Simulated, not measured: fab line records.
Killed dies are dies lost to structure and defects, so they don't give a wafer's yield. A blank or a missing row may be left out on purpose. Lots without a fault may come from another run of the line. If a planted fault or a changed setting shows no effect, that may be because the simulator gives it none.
The same fault as seen by 2 desks || flow gf180mcu || each desk holds nothing but its own numbers, with what lay behind them at the end

== AT THE METROLOGY DESK ==
Means of the sampled wafers that have a number, per lot and without regard to the tool the lot ran on: this is what the gauges read. A lot is out of limits, marked OUT, if its mean lies more than 4 standard deviations from the usual mean; the brackets give that distance.
Columns: A = V5_W_RS at GF_V5_RS_MEAS_24, usual 0.326 ohm/sq; B = V5_W_THK at GF_V5_THK_MEAS_25, usual 343 nm
{"lot": "L577", "first seen here": "day 27 07:22", "A": 0.326, "B": 342}
{"lot": "L580", "first seen here": "day 28 08:32", "A": 0.322, "B": 349}
{"lot": "L590", "first seen here": "day 31 10:53", "A": 0.333, "B": 334}
{"lot": "L593", "first seen here": "day 32 06:45", "A": 0.327, "B": 345}
{"lot": "L600", "first seen here": "day 33 18:23", "A": 0.320, "B": 350}
Finding of this desk: none of the 5 lots has anything out of limits.

== THE TOOL OWNER'S DESK: pvdSputter-02 ==
The tool's own readings at GF_TOP_METAL_SPUTTER_03 (material Ti, target thk 5 nm, time 3.3 s): means of the sampled wafers that have a number, for each lot that ran on this tool. A lot is out of limits, marked OUT, if its mean lies more than 4 standard deviations from the usual mean; the brackets give that distance.
Columns: A = cathodeDcPowerW at GF_TOP_METAL_SPUTTER_03, usual 3000.0 W; B = throttleValvePct at GF_TOP_METAL_SPUTTER_03, usual 30.1 %
{"lot": "L580", "first seen here": "day 28 09:12", "A": 2999.8, "B": 30.4}
{"lot": "L590", "first seen here": "day 31 11:49", "A": 3000.0, "B": 30.0}
Finding of this desk: none of the 2 lots has anything out of limits.

== PUT TOGETHER ==
The metrology desk saw nothing out of limits.
The desk of the tool owner found nothing out of limits.

== WHAT THE SIMULATOR HAD PUT IN ==
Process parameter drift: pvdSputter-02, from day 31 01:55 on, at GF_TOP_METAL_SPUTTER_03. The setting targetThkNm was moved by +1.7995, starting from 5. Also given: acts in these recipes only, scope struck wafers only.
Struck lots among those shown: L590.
